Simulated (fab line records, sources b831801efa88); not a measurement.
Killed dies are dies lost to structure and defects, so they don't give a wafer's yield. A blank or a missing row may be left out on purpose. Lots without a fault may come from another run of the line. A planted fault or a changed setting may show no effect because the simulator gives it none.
fab line records | flow sky130
record lots=5 wafers=15 last_day=50
route steps=708 shown NWELL@34 DNWELL@35 PWDE@45
lots that met no fault: from a run of the same line without faults
start_h: hours from the record's first day to the start of the lot's first wafer shown | wait_h: hours since the lot's step before | " the same as in the row above | L1.1+2: a row that stands for several wafers | - no value, or no start given | * or withheld: withheld | < > ~ a bound
route shown NAME@n: a module of which the file shows steps, and the number in the route of the first | usual: mean/standard deviation of fault-free wafers | same: alike in all rows | chamber/n: place in a boat | sites: the reading at each site | _std_site: their standard deviation | _edge_site: outer sites' mean less inner sites' | radius_mm: how far each site lies from the wafer's centre | mask NAME#n: copy n | behind: the tool/chamber that last shaped the wafer | hold: why the lot was held/for how many hours/how that ended | device: the transistor (n, p or np) that didn't switch | end of line: the same wafers' tests at the end of the route | a step without rows: its recipe alone | killed: dies lost to structure and defects at the first sort, not the wafer's yield | map: a wafer's dies, x killed, . not, _ none there
set.NAME: the setting as run; set.NAME@STEP: as run at that earlier step | model.NAME: the simulator's own value behind a step, which no gauge read
lots at some steps of the route; a table a step, a row a wafer
services: from which hour (start_h, from the record's first day; less than 0 if before it) a tool's chamber was out of use, for how many hours, and why
## steps
# step SKY_NWELL_THK_MEAS_02
# recipe reads=SiO2_of_NWELL_OXIDATION_01
# usual NWELL_OXIDATION_THK=10.01/0.19
# columns lot.wafer tool chamber start_h wait_h NWELL_OXIDATION_THK[nm]
L081.2 film_metro-01 - 72.85 0.0 9.94
L081.3 " - " " 9.58
L081.5 " - " " 9.75
L083.1 film_metro-02 - 85.22 0.0 9.99
L083.3 " - " " 9.96
L083.6 " - " " 9.89
L087.1 film_metro-04 - 107.36 0.0 9.75
L087.2 " - " " 9.77
L087.3 " - " " 9.83
L090.2 film_metro-04 - 123.99 0.0 9.83
L090.3 " - " " 10.12
L090.4 " - " " 10.01
L097.2 film_metro-04 - 153.50 0.0 9.99
L097.3 " - " " 10.21
L097.6 " - " " 10.08
# step SKY_DNWELL_DEHYDRATE_00
# recipe temp_c=200 time_s=60
# usual chill_plate_temp_C=22.98/0.099
# columns lot.wafer tool chamber start_h wait_h chill_plate_temp_C
L081.2 litho_track-01 0 80.56 7.7 23.10
L081.3 " 0 " " 22.88
L081.5 " 0 " " 22.86
L083.1 litho_track-01 0 92.93 7.7 22.85
L083.3 " 0 " " 22.77
L083.6 " 0 " " 22.82
L087.1 litho_track-01 0 116.08 8.7 23.08
L087.2 " 0 " " 23.08
L087.3 " 0 " " 22.92
L090.2 litho_track-03 0 132.76 8.8 22.83
L090.3 " 0 " " 23.00
L090.4 " 0 " " 22.96
L097.2 litho_track-03 0 162.76 9.2 22.81
L097.3 " 0 " " 22.91
L097.6 " 0 " " 22.90
# step SKY_DNWELL_HMDS_01
# recipe prime_time_s=60 prime_temp_c=120
# usual chill_plate_temp_C=23.03/0.11
# columns lot.wafer tool chamber start_h wait_h chill_plate_temp_C
L081.2 litho_track-01 0 80.71 0.1 23.18
L081.3 " 0 " " 22.99
L081.5 " 0 " " 23.26
L083.1 litho_track-01 0 93.08 0.1 23.21
L083.3 " 0 " " 23.15
L083.6 " 0 " " 23.11
L087.1 litho_track-01 0 116.23 0.1 22.95
L087.2 " 0 " " 22.86
L087.3 " 0 " " 22.90
L090.2 litho_track-03 0 132.91 0.1 22.97
L090.3 " 0 " " 22.97
L090.4 " 0 " " 23.05
L097.2 litho_track-03 0 162.91 0.1 22.93
L097.3 " 0 " " 23.00
L097.6 " 0 " " 23.06
# step SKY_DNWELL_COAT_02
# recipe spin_rpm=2000 resist_thk_nm=3000
# usual chill_plate_temp_C=22.99/0.11
# columns lot.wafer tool chamber start_h wait_h chill_plate_temp_C
L081.2 litho_track-01 0 80.86 0.1 22.89
L081.3 " 0 " " 23.05
L081.5 " 0 " " 23.09
L083.1 litho_track-01 0 93.23 0.1 23.04
L083.3 " 0 " " 23.19
L083.6 " 0 " " 23.16
L087.1 litho_track-01 0 116.38 0.1 22.95
L087.2 " 0 " " 22.88
L087.3 " 0 " " 23.13
L090.2 litho_track-03 0 133.06 0.1 22.97
L090.3 " 0 " " 22.93
L090.4 " 0 " " 23.04
L097.2 litho_track-03 0 163.06 0.1 23.27
L097.3 " 0 " " 23.14
L097.6 " 0 " " 22.99
# step SKY_DNWELL_SOFTBAKE_03
# recipe temp_c=110 time_s=withheld
# usual chill_plate_temp_C=23.00/0.11
# columns lot.wafer tool chamber start_h wait_h chill_plate_temp_C
L081.2 litho_track-01 0 81.02 0.1 23.02
L081.3 " 0 " " 23.11
L081.5 " 0 " " 23.24
L083.1 litho_track-01 0 93.38 0.1 22.89
L083.3 " 0 " " 23.11
L083.6 " 0 " " 22.99
L087.1 litho_track-01 0 116.53 0.1 22.92
L087.2 " 0 " " 23.16
L087.3 " 0 " " 22.91
L090.2 litho_track-03 0 133.22 0.1 22.80
L090.3 " 0 " " 22.85
L090.4 " 0 " " 22.92
L097.2 litho_track-03 0 163.22 0.1 22.93
L097.3 " 0 " " 22.98
L097.6 " 0 " " 22.96
# step SKY_DNWELL_EXPOSE_04
# recipe mask_id=DNM na=0.57 target_cd_nm=3000 dose_mj=222
# same na=0.57
# columns lot.wafer tool chamber start_h wait_h mask
L081.2+3+5 iline_stepper-01 0 - - DNM#0
L083.1+3+6 iline_stepper-02 0 - - DNM#0
L087.1+2+3 iline_stepper-01 0 - - DNM#0
L090.2+3+4 iline_stepper-01 0 - - DNM#0
L097.2+3+6 iline_stepper-02 0 - - DNM#0
# step SKY_DNWELL_PEB_05
# recipe temp_c=115 time_s=withheld
# usual chill_plate_temp_C=22.97/0.099
# columns lot.wafer tool chamber start_h wait_h chill_plate_temp_C
L081.2 litho_track-02 0 - - 22.79
L081.3 " 0 " " 22.92
L081.5 " 0 " " 22.89
L083.1 litho_track-01 0 - - 22.84
L083.3 " 0 " " 22.73
L083.6 " 0 " " 23.00
L087.1 litho_track-02 0 - - 22.94
L087.2 " 0 " " 22.87
L087.3 " 0 " " 23.06
L090.2 litho_track-01 0 - - 23.09
L090.3 " 0 " " 23.21
L090.4 " 0 " " 23.08
L097.2 litho_track-01 0 - - 23.10
L097.3 " 0 " " 23.19
L097.6 " 0 " " 23.02
# step SKY_DNWELL_DEVELOP_06
# recipe wall_angle_deg=90 developer=TMAH develop_time_s=60 dev_temp_c=23
# usual chill_plate_temp_C=22.99/0.098
# columns lot.wafer tool chamber start_h wait_h chill_plate_temp_C
L081.2 litho_track-02 0 - - 23.06
L081.3 " 0 " " 22.96
L081.5 " 0 " " 22.90
L083.1 litho_track-01 0 - - 23.04
L083.3 " 0 " " 23.02
L083.6 " 0 " " 22.96
L087.1 litho_track-02 0 - - 23.00
L087.2 " 0 " " 22.98
L087.3 " 0 " " 22.96
L090.2 litho_track-01 0 - - 23.02
L090.3 " 0 " " 23.10
L090.4 " 0 " " 23.05
L097.2 litho_track-01 0 - - 22.97
L097.3 " 0 " " 22.94
L097.6 " 0 " " 23.06
# step SKY_DNWELL_IMPLANT_07
# recipe species=P energy_kev=withheld dose_cm2=withheld tilt_deg=withheld
# columns lot.wafer tool chamber start_h wait_h
L081.2+3+5 implanter-02 0 88.77 -
L083.1+3+6 implanter-03 0 101.43 -
L087.1+2+3 implanter-03 0 125.34 -
L090.2+3+4 implanter-02 0 142.36 -
L097.2+3+6 implanter-01 0 173.91 -
# step SKY_DNWELL_STRIP_08
# recipe chemistry=O2/N2 power_w=1400 pressure_mtorr=1500 platen_temp_c=withheld o2_flow_sccm=3000 n2_flow_sccm=300 overash_fraction=0.5
# usual drypump_motor_current_A=6.00/0.25 o2_flow_sccm=3002/8.4 oes_product_au=0.722/0.0046 strip_time_to_endpoint_s=36.95/0.093
# columns lot.wafer tool chamber start_h wait_h drypump_motor_current_A o2_flow_sccm oes_product_au rf_hours_counter_h strip_time_to_endpoint_s
L081.2 plasma_asher-04 1 88.89 0.1 5.96 3000 0.721 44 36.88
L081.3 " 0 " " 6.25 3005 0.721 - 36.96
L081.5 " 0 " " 6.22 2992 0.720 - 37.12
L083.1 plasma_asher-01 0 101.58 0.1 5.58 2999 0.727 44 37.04
L083.3 " 1 " " 6.05 3010 0.732 - 37.06
L083.6 " 1 " " 6.03 3006 0.721 - 37.05
L087.1 plasma_asher-01 1 125.49 0.1 6.00 3030 0.727 46 37.05
L087.2 " 0 " " 5.58 3001 0.722 46 36.93
L087.3 " 1 " " 6.06 3019 0.720 - 36.97
L090.2 plasma_asher-04 0 142.48 0.1 6.28 3011 0.723 49 36.86
L090.3 " 1 " " 6.00 2994 0.717 - 36.77
L090.4 " 0 " " 6.27 3019 0.721 - 36.76
L097.2 plasma_asher-01 1 174.03 0.1 6.03 3014 0.723 50 36.94
L097.3 " 0 " " 5.59 3000 0.726 - 36.96
L097.6 " 0 " " 5.59 3015 0.727 - 36.93
# step SKY_DNWELL_TW_MEAS_09
# usual DNWELL_TW=1120/8.3
# columns lot.wafer tool chamber start_h wait_h DNWELL_TW
L081.2 film_metro-04 - 89.00 0.1 1114
L081.3 " - " " 1126
L081.5 " - " " 1113
L083.1 film_metro-02 - 101.68 0.1 1110
L083.3 " - " " 1113
L083.6 " - " " 1109
L087.1 film_metro-04 - 125.59 0.1 1111
L087.2 " - " " 1113
L087.3 " - " " 1105
L090.2 film_metro-02 - 142.59 0.1 1128
L090.3 " - " " 1125
L090.4 " - " " 1124
L097.2 film_metro-01 - 174.14 0.1 1126
L097.3 " - " " 1133
L097.6 " - " " 1132
# step SKY_PWDE_DEHYDRATE_00
# recipe temp_c=200 time_s=60
# usual chill_plate_temp_C=22.99/0.11
# columns lot.wafer tool chamber start_h wait_h chill_plate_temp_C
L081.2 litho_track-04 0 96.90 7.9 23.05
L081.3 " 0 " " 22.96
L081.5 " 0 " " 22.85
L083.1 litho_track-02 0 109.69 8.0 22.95
L083.3 " 0 " " 23.10
L083.6 " 0 " " 22.85
L087.1 litho_track-02 0 134.99 9.4 23.09
L087.2 " 0 " " 23.02
L087.3 " 0 " " 23.06
L090.2 litho_track-04 0 151.35 8.7 23.08
L090.3 " 0 " " 23.12
L090.4 " 0 " " 23.10
L097.2 litho_track-04 0 183.60 9.4 22.82
L097.3 " 0 " " 22.97
L097.6 " 0 " " 22.91
# step SKY_PWDE_HMDS_01
# recipe prime_time_s=60 prime_temp_c=120
# usual chill_plate_temp_C=23.04/0.12
# columns lot.wafer tool chamber start_h wait_h chill_plate_temp_C
L081.2 litho_track-04 0 97.05 0.1 23.04
L081.3 " 0 " " 23.06
L081.5 " 0 " " 23.00
L083.1 litho_track-02 0 109.84 0.1 23.07
L083.3 " 0 " " 23.08
L083.6 " 0 " " 23.11
L087.1 litho_track-02 0 135.14 0.1 23.16
L087.2 " 0 " " 23.07
L087.3 " 0 " " 23.19
L090.2 litho_track-04 0 151.50 0.1 23.05
L090.3 " 0 " " 23.03
L090.4 " 0 " " 22.74
L097.2 litho_track-04 0 183.75 0.1 23.20
L097.3 " 0 " " 23.14
L097.6 " 0 " " 23.23
# step SKY_PWDE_COAT_02
# recipe spin_rpm=2000 resist_thk_nm=3000
# usual chill_plate_temp_C=23.02/0.1
# columns lot.wafer tool chamber start_h wait_h chill_plate_temp_C
L081.2 litho_track-04 0 97.20 0.1 22.99
L081.3 " 0 " " 23.10
L081.5 " 0 " " 22.91
L083.1 litho_track-02 0 109.99 0.1 23.15
L083.3 " 0 " " 23.02
L083.6 " 0 " " 23.10
L087.1 litho_track-02 0 135.29 0.1 23.08
L087.2 " 0 " " 23.03
L087.3 " 0 " " 22.91
L090.2 litho_track-04 0 151.65 0.1 23.00
L090.3 " 0 " " 23.01
L090.4 " 0 " " 22.96
L097.2 litho_track-04 0 183.90 0.1 23.07
L097.3 " 0 " " 23.09
L097.6 " 0 " " 22.99
# step SKY_PWDE_SOFTBAKE_03
# recipe temp_c=110 time_s=withheld
# usual chill_plate_temp_C=23.01/0.1
# columns lot.wafer tool chamber start_h wait_h chill_plate_temp_C
L081.2 litho_track-04 0 97.36 0.1 23.09
L081.3 " 0 " " 23.04
L081.5 " 0 " " 23.01
L083.1 litho_track-02 0 110.14 0.1 23.13
L083.3 " 0 " " 23.18
L083.6 " 0 " " 22.95
L087.1 litho_track-02 0 135.44 0.1 22.97
L087.2 " 0 " " 22.94
L087.3 " 0 " " 23.03
L090.2 litho_track-04 0 151.81 0.1 23.16
L090.3 " 0 " " 23.08
L090.4 " 0 " " 23.07
L097.2 litho_track-04 0 184.05 0.1 22.99
L097.3 " 0 " " 23.05
L097.6 " 0 " " 23.00
# step SKY_PWDE_EXPOSE_04
# recipe mask_id=PWDEM na=0.6 source_shape=conventional sigma_outer=0.6 polarization=unpolarized target_cd_nm=840 dose_mj=214
# same na=0.6 sigma_outer=0.6
# columns lot.wafer tool chamber start_h wait_h mask
L081.2+3+5 iline_stepper-01 0 - - PWDEM#0
L083.1+3+6 iline_stepper-02 0 - - PWDEM#0
L087.1+2+3 iline_stepper-01 0 - - PWDEM#0
L090.2+3+4 iline_stepper-02 0 - - PWDEM#0
L097.2+3+6 iline_stepper-01 0 - - PWDEM#0
# step SKY_PWDE_PEB_05
# recipe temp_c=115 time_s=withheld
# usual chill_plate_temp_C=22.99/0.11
# columns lot.wafer tool chamber start_h wait_h chill_plate_temp_C
L081.2 litho_track-01 0 - - 22.90
L081.3 " 0 " " 22.87
L081.5 " 0 " " 22.86
L083.1 litho_track-01 0 - - 23.03
L083.3 " 0 " " 23.00
L083.6 " 0 " " 23.01
L087.1 litho_track-01 0 - - 22.93
L087.2 " 0 " " 23.04
L087.3 " 0 " " 22.94
L090.2 litho_track-02 0 - - 23.11
L090.3 " 0 " " 22.97
L090.4 " 0 " " 23.00
L097.2 litho_track-01 0 - - 23.01
L097.3 " 0 " " 22.91
L097.6 " 0 " " 22.99
# step SKY_PWDE_DEVELOP_06
# recipe wall_angle_deg=90 developer=TMAH develop_time_s=60 dev_temp_c=23
# usual chill_plate_temp_C=23.01/0.097
# columns lot.wafer tool chamber start_h wait_h chill_plate_temp_C
L081.2 litho_track-01 0 - - 23.09
L081.3 " 0 " " 23.18
L081.5 " 0 " " 23.08
L083.1 litho_track-01 0 - - 23.15
L083.3 " 0 " " 22.95
L083.6 " 0 " " 23.11
L087.1 litho_track-01 0 - - 22.93
L087.2 " 0 " " 22.89
L087.3 " 0 " " 22.90
L090.2 litho_track-02 0 - - 23.09
L090.3 " 0 " " 23.06
L090.4 " 0 " " 23.20
L097.2 litho_track-01 0 - - 22.99
L097.3 " 0 " " 23.03
L097.6 " 0 " " 22.98
# step SKY_PWDE_OVL_MEAS_07
# usual PWDE_OVL=-0.6/1.4
# columns lot.wafer tool chamber start_h wait_h PWDE_OVL[nm]
L081.2 overlay-01 - 105.64 - -1.0
L081.3 " - " " -0.5
L081.5 " - " " 1.5
L083.1 overlay-02 - 118.93 - -0.2
L083.3 " - " " -1.6
L083.6 " - " " 0.9
L087.1 overlay-01 - 144.23 - -0.9
L087.2 " - " " -0.2
L087.3 " - " " 0.4
L090.2 overlay-01 - 162.30 - 0.7
L090.3 " - " " -0.9
L090.4 " - " " 0.3
L097.2 overlay-01 - 195.04 - -0.8
L097.3 " - " " -0.1
L097.6 " - " " 0.1
# step SKY_PWDE_IMPLANT_08
# recipe species=B energy_kev=152.7 dose_cm2=3.6e+12 tilt_deg=withheld
# columns lot.wafer tool chamber start_h wait_h
L081.2+3+5 implanter-01 0 105.70 0.0
L083.1+3+6 implanter-01 0 118.97 0.0
L087.1+2+3 implanter-02 0 144.27 0.0
L090.2+3+4 implanter-01 0 162.35 0.0
L097.2+3+6 implanter-01 0 195.09 0.0
# step SKY_PWDE_STRIP_09
# recipe chemistry=O2/N2 power_w=1400 pressure_mtorr=1500 platen_temp_c=withheld o2_flow_sccm=3000 n2_flow_sccm=300 overash_fraction=0.5
# usual drypump_motor_current_A=5.86/0.24 o2_flow_sccm=3002/8.5 oes_product_au=0.723/0.0047 strip_time_to_endpoint_s=36.91/0.12
# columns lot.wafer tool chamber start_h wait_h drypump_motor_current_A o2_flow_sccm oes_product_au rf_hours_counter_h strip_time_to_endpoint_s
L081.2 plasma_asher-02 0 105.82 0.1 5.61 2995 0.729 42 36.96
L081.3 " 0 " " 5.60 2978 0.719 - 36.92
L081.5 " 1 " " 5.71 3005 0.721 - 36.96
L083.1 plasma_asher-04 0 119.12 0.1 6.22 3018 0.714 47 36.91
L083.3 " 1 " " 5.98 2985 0.723 - 36.85
L083.6 " 0 " " 6.23 3003 0.718 - 36.87
L087.1 plasma_asher-02 0 144.42 0.1 5.60 3008 0.724 3 37.08
L087.2 " 1 " " 5.72 3011 0.718 3 37.10
L087.3 " 1 " " 5.70 3008 0.727 - 37.09
L090.2 plasma_asher-04 1 162.48 0.1 5.93 3007 0.711 51 36.82
L090.3 " 0 " " 6.22 2995 0.724 - 36.78
L090.4 " 1 " " 5.95 3008 0.729 - 36.77
L097.2 plasma_asher-01 0 195.22 0.1 5.58 2995 0.722 53 36.70
L097.3 " 1 " " 6.04 2998 0.729 - 36.76
L097.6 " 0 " " 5.56 2998 0.728 - 36.78
# step SKY_PWDE_TW_MEAS_10
# usual PWDE_TW=377.0/1.9
# columns lot.wafer tool chamber start_h wait_h PWDE_TW
L081.2 film_metro-04 - 105.93 0.1 375.9
L081.3 " - " " 372.7
L081.5 " - " " 375.4
L083.1 film_metro-04 - 119.22 0.1 373.5
L083.3 " - " " 373.7
L083.6 " - " " 377.2
L087.1 film_metro-02 - 144.52 0.1 377.0
L087.2 " - " " 377.7
L087.3 " - " " 378.5
L090.2 film_metro-01 - 162.59 0.1 377.4
L090.3 " - " " 377.7
L090.4 " - " " 375.8
L097.2 film_metro-02 - 195.33 0.1 378.5
L097.3 " - " " 379.0
L097.6 " - " " 379.2
# step SKY_NWELL_DEHYDRATE_03
# recipe temp_c=200 time_s=60
# usual chill_plate_temp_C=23.02/0.097
# columns lot.wafer tool chamber start_h wait_h chill_plate_temp_C
L081.2 litho_track-03 0 114.61 8.7 23.12
L081.3 " 0 " " 23.00
L081.5 " 0 " " 23.02
L083.1 litho_track-01 0 127.88 8.7 22.99
L083.3 " 0 " " 22.89
L083.6 " 0 " " 23.01
L087.1 litho_track-04 0 154.57 10.0 22.86
L087.2 " 0 " " 23.05
L087.3 " 0 " " 23.05
L090.2 litho_track-03 0 171.36 8.8 23.06
L090.3 " 0 " " 23.14
L090.4 " 0 " " 23.02
L097.2 litho_track-03 0 205.91 10.6 22.88
L097.3 " 0 " " 23.05
L097.6 " 0 " " 23.03
# step SKY_NWELL_HMDS_04
# recipe prime_time_s=60 prime_temp_c=120
# usual chill_plate_temp_C=23.00/0.11
# columns lot.wafer tool chamber start_h wait_h chill_plate_temp_C
L081.2 litho_track-03 0 114.76 0.1 22.86
L081.3 " 0 " " 22.90
L081.5 " 0 " " 23.17
L083.1 litho_track-01 0 128.03 0.1 23.06
L083.3 " 0 " " 23.14
L083.6 " 0 " " 23.09
L087.1 litho_track-04 0 154.72 0.1 23.10
L087.2 " 0 " " 23.04
L087.3 " 0 " " 23.02
L090.2 litho_track-03 0 171.51 0.1 22.84
L090.3 " 0 " " 22.93
L090.4 " 0 " " 22.93
L097.2 litho_track-03 0 206.06 0.1 23.05
L097.3 " 0 " " 23.11
L097.6 " 0 " " 22.96
# step SKY_NWELL_COAT_05
# recipe spin_rpm=2000 resist_thk_nm=3000
# usual chill_plate_temp_C=23.00/0.1
# columns lot.wafer tool chamber start_h wait_h chill_plate_temp_C
L081.2 litho_track-03 0 114.91 0.1 23.08
L081.3 " 0 " " 22.96
L081.5 " 0 " " 23.02
L083.1 litho_track-01 0 128.18 0.1 23.03
L083.3 " 0 " " 22.97
L083.6 " 0 " " 23.05
L087.1 litho_track-04 0 154.87 0.1 22.90
L087.2 " 0 " " 22.95
L087.3 " 0 " " 22.96
L090.2 litho_track-03 0 171.66 0.1 23.03
L090.3 " 0 " " 23.18
L090.4 " 0 " " 23.18
L097.2 litho_track-03 0 206.21 0.1 22.94
L097.3 " 0 " " 23.00
L097.6 " 0 " " 22.80
# step SKY_NWELL_SOFTBAKE_06
# recipe temp_c=110 time_s=withheld
# usual chill_plate_temp_C=23.01/0.1
# columns lot.wafer tool chamber start_h wait_h chill_plate_temp_C
L081.2 litho_track-03 0 115.07 0.1 23.06
L081.3 " 0 " " 22.82
L081.5 " 0 " " 23.15
L083.1 litho_track-01 0 128.33 0.1 22.91
L083.3 " 0 " " 22.88
L083.6 " 0 " " 22.95
L087.1 litho_track-04 0 155.02 0.1 23.02
L087.2 " 0 " " 22.91
L087.3 " 0 " " 23.04
L090.2 litho_track-03 0 171.82 0.1 22.83
L090.3 " 0 " " 22.89
L090.4 " 0 " " 22.94
L097.2 litho_track-03 0 206.37 0.1 22.94
L097.3 " 0 " " 22.85
L097.6 " 0 " " 22.95
# step SKY_NWELL_EXPOSE_07
# recipe mask_id=NWM na=0.6 source_shape=conventional sigma_outer=0.6 polarization=unpolarized target_cd_nm=840 dose_mj=255
# same na=0.6 sigma_outer=0.6
# columns lot.wafer tool chamber start_h wait_h mask
L081.2+3+5 iline_stepper-02 0 - - NWM#0
L083.1+3+6 iline_stepper-02 0 - - NWM#0
L087.1+2+3 iline_stepper-02 0 - - NWM#0
L090.2+3+4 iline_stepper-01 0 - - NWM#0
L097.2+3+6 iline_stepper-02 0 - - NWM#0
# step SKY_NWELL_PEB_08
# recipe temp_c=115 time_s=withheld
# usual chill_plate_temp_C=22.97/0.1
# columns lot.wafer tool chamber start_h wait_h chill_plate_temp_C
L081.2 litho_track-04 0 - - 22.88
L081.3 " 0 " " 22.77
L081.5 " 0 " " 22.99
L083.1 litho_track-03 0 - - 22.91
L083.3 " 0 " " 22.83
L083.6 " 0 " " 22.92
L087.1 litho_track-01 0 - - 22.99
L087.2 " 0 " " 23.06
L087.3 " 0 " " 23.18
L090.2 litho_track-04 0 - - 22.99
L090.3 " 0 " " 22.90
L090.4 " 0 " " 22.83
L097.2 litho_track-04 0 - - 23.00
L097.3 " 0 " " 22.91
L097.6 " 0 " " 23.11
# step SKY_NWELL_DEVELOP_09
# recipe wall_angle_deg=90 developer=TMAH develop_time_s=60 dev_temp_c=23
# usual chill_plate_temp_C=23.00/0.11
# columns lot.wafer tool chamber start_h wait_h chill_plate_temp_C
L081.2 litho_track-04 0 - - 22.87
L081.3 " 0 " " 22.92
L081.5 " 0 " " 23.02
L083.1 litho_track-03 0 - - 22.96
L083.3 " 0 " " 23.07
L083.6 " 0 " " 23.07
L087.1 litho_track-01 0 - - 22.91
L087.2 " 0 " " 22.93
L087.3 " 0 " " 23.01
L090.2 litho_track-04 0 - - 23.02
L090.3 " 0 " " 23.03
L090.4 " 0 " " 23.14
L097.2 litho_track-04 0 - - 23.09
L097.3 " 0 " " 23.10
L097.6 " 0 " " 23.07
# step SKY_NWELL_OVL_MEAS_10
# usual NWELL_00_OVL=-1.1/1.5
# columns lot.wafer tool chamber start_h wait_h NWELL_00_OVL[nm]
L081.2 overlay-02 - 124.40 - -1.7
L081.3 " - " " -1.3
L081.5 " - " " -2.6
L083.1 overlay-02 - 138.13 - -1.0
L083.3 " - " " 0.3
L083.6 " - " " -0.3
L087.1 overlay-02 - 164.73 - -0.9
L087.2 " - " " -0.6
L087.3 " - " " -1.9
L090.2 overlay-01 - 182.33 - 0.0
L090.3 " - " " -0.3
L090.4 " - " " -1.8
L097.2 overlay-02 - 217.23 - -2.8
L097.3 " - " " -0.7
L097.6 " - " " -2.7
# step SKY_NWELL_IMPLANT_11
# recipe species=P energy_kev=400 dose_cm2=1.942e+13 tilt_deg=withheld
# columns lot.wafer tool chamber start_h wait_h
L081.2+3+5 implanter-01 0 124.45 0.0
L083.1+3+6 implanter-03 0 138.17 0.0
L087.1+2+3 implanter-03 0 164.77 0.0
L090.2+3+4 implanter-01 0 182.38 0.0
L097.2+3+6 implanter-04 0 217.28 0.0
# step SKY_NWELL_IMPLANT_12
# recipe species=P energy_kev=120 dose_cm2=1.3e+12 tilt_deg=withheld
# columns lot.wafer tool chamber start_h wait_h
L081.2+3+5 implanter-01 0 124.60 0.1
L083.1+3+6 implanter-03 0 138.32 0.1
L087.1+2+3 implanter-03 0 164.92 0.1
L090.2+3+4 implanter-01 0 182.53 0.1
L097.2+3+6 implanter-04 0 217.43 0.1
# step SKY_NWELL_IMPLANT_13
# recipe species=P energy_kev=50 dose_cm2=7e+11 tilt_deg=withheld
# columns lot.wafer tool chamber start_h wait_h
L081.2+3+5 implanter-01 0 124.75 0.1
L083.1+3+6 implanter-03 0 138.47 0.1
L087.1+2+3 implanter-03 0 165.07 0.1
L090.2+3+4 implanter-01 0 182.68 0.1
L097.2+3+6 implanter-04 0 217.58 0.1
# step SKY_NWELL_STRIP_14
# recipe chemistry=O2/N2 power_w=1400 pressure_mtorr=1500 platen_temp_c=withheld o2_flow_sccm=3000 n2_flow_sccm=300 overash_fraction=0.5
# usual drypump_motor_current_A=6.0/0.3 o2_flow_sccm=3001/8.4 oes_product_au=0.722/0.0045 strip_time_to_endpoint_s=36.89/0.11
# columns lot.wafer tool chamber start_h wait_h drypump_motor_current_A o2_flow_sccm oes_product_au rf_hours_counter_h strip_time_to_endpoint_s
L081.2 plasma_asher-03 0 124.88 0.1 6.4 3011 0.722 29 36.84
L081.3 " 1 " " 6.0 3008 0.728 - 36.94
L081.5 " 0 " " 6.4 3006 0.726 - 36.89
L083.1 plasma_asher-03 0 138.64 0.1 6.4 3008 0.729 30 37.07
L083.3 " 0 " " 6.4 3011 0.728 - 37.07
L083.6 " 1 " " 6.0 3006 0.721 - 37.08
L087.1 plasma_asher-01 1 165.22 0.1 6.1 2996 0.714 50 36.69
L087.2 " 0 " " 5.6 2986 0.728 50 36.76
L087.3 " 1 " " 6.0 2999 0.723 - 36.74
L090.2 plasma_asher-02 1 182.81 0.1 5.7 2999 0.723 6 37.03
L090.3 " 0 " " 5.6 2995 0.725 - 36.96
L090.4 " 1 " " 5.7 3003 0.729 - 37.05
L097.2 plasma_asher-03 1 217.71 0.1 6.0 3003 0.715 38 36.94
L097.3 " 1 " " 6.0 2999 0.715 - 37.01
L097.6 " 0 " " 6.4 3005 0.718 - 36.83
# step SKY_NWELL_TW_MEAS_15
# usual NWELL_TW=1842/13
# columns lot.wafer tool chamber start_h wait_h NWELL_TW
L081.2 film_metro-02 - 124.99 0.1 1852
L081.3 " - " " 1852
L081.5 " - " " 1836
L083.1 film_metro-04 - 138.74 0.1 1829
L083.3 " - " " 1828
L083.6 " - " " 1827
L087.1 film_metro-04 - 165.32 0.1 1821
L087.2 " - " " 1825
L087.3 " - " " 1818
L090.2 film_metro-04 - 182.92 0.1 1836
L090.3 " - " " 1821
L090.4 " - " " 1831
L097.2 film_metro-01 - 217.82 0.1 1842
L097.3 " - " " 1851
L097.6 " - " " 1841
# step SKY_NWELL_DEHYDRATE_16
# recipe temp_c=200 time_s=60
# usual chill_plate_temp_C=23.03/0.11
# columns lot.wafer tool chamber start_h wait_h chill_plate_temp_C
L081.2 litho_track-03 0 134.66 9.7 23.18
L081.3 " 0 " " 23.15
L081.5 " 0 " " 23.15
L083.1 litho_track-01 0 147.18 8.4 22.84
L083.3 " 0 " " 23.05
L083.6 " 0 " " 22.78
L087.1 litho_track-03 0 175.18 9.9 23.07
L087.2 " 0 " " 23.11
L087.3 " 0 " " 23.08
L090.2 litho_track-04 0 193.15 10.2 23.02
L090.3 " 0 " " 23.03
L090.4 " 0 " " 23.08
L097.2 litho_track-01 0 228.56 10.7 22.88
L097.3 " 0 " " 22.92
L097.6 " 0 " " 22.93
# step SKY_NWELL_HMDS_17
# recipe prime_time_s=60 prime_temp_c=120
# usual chill_plate_temp_C=23.02/0.12
# columns lot.wafer tool chamber start_h wait_h chill_plate_temp_C
L081.2 litho_track-03 0 134.81 0.1 22.89
L081.3 " 0 " " 22.97
L081.5 " 0 " " 23.04
L083.1 litho_track-01 0 147.33 0.1 22.92
L083.3 " 0 " " 22.93
L083.6 " 0 " " 22.85
L087.1 litho_track-03 0 175.33 0.1 23.08
L087.2 " 0 " " 22.95
L087.3 " 0 " " 23.00
L090.2 litho_track-04 0 193.30 0.1 23.08
L090.3 " 0 " " 22.80
L090.4 " 0 " " 22.77
L097.2 litho_track-01 0 228.71 0.1 22.86
L097.3 " 0 " " 22.88
L097.6 " 0 " " 23.00
# step SKY_NWELL_COAT_18
# recipe spin_rpm=2000 resist_thk_nm=3000
# usual chill_plate_temp_C=23.01/0.087
# columns lot.wafer tool chamber start_h wait_h chill_plate_temp_C
L081.2 litho_track-03 0 134.96 0.1 23.04
L081.3 " 0 " " 22.87
L081.5 " 0 " " 22.95
L083.1 litho_track-01 0 147.48 0.1 22.94
L083.3 " 0 " " 23.03
L083.6 " 0 " " 23.02
L087.1 litho_track-03 0 175.48 0.1 23.08
L087.2 " 0 " " 23.01
L087.3 " 0 " " 22.88
L090.2 litho_track-04 0 193.45 0.1 22.93
L090.3 " 0 " " 22.98
L090.4 " 0 " " 22.97
L097.2 litho_track-01 0 228.86 0.1 22.98
L097.3 " 0 " " 23.09
L097.6 " 0 " " 23.11
## services
# columns tool chamber start_h hours kind
iline_stepper-02 - 66.51 1.7 pm
plasma_asher-01 - 66.68 4.5 repair
implanter-02 - 68.88 1.6 repair
iline_stepper-01 - 69.10 1.7 pm
implanter-03 - 77.69 4.8 pm
implanter-03 - 87.27 5.3 repair
implanter-04 - 102.66 3.0 pm
plasma_asher-01 - 107.62 2.8 pm
plasma_asher-02 - 108.75 9.0 pm
plasma_asher-02 0 108.75 9.0 vent_cycle
plasma_asher-02 1 108.75 9.0 vent_cycle
plasma_asher-02 0 117.75 - clean
plasma_asher-01 - 118.27 3.4 repair
litho_track-01 - 121.88 - consumable_replace:filter
plasma_asher-02 - 128.79 2.8 pm
iline_stepper-02 0 139.74 - calibration
iline_stepper-01 - 147.23 8.6 repair
implanter-02 - 153.38 5.3 repair
implanter-02 - 171.59 1.6 pm
iline_stepper-01 - 173.39 1.3 repair
plasma_asher-04 - 192.61 4.3 pm
implanter-03 - 204.12 3.5 pm
plasma_asher-04 - 204.84 1.8 repair
iline_stepper-01 0 215.66 - calibration
## key
fault none
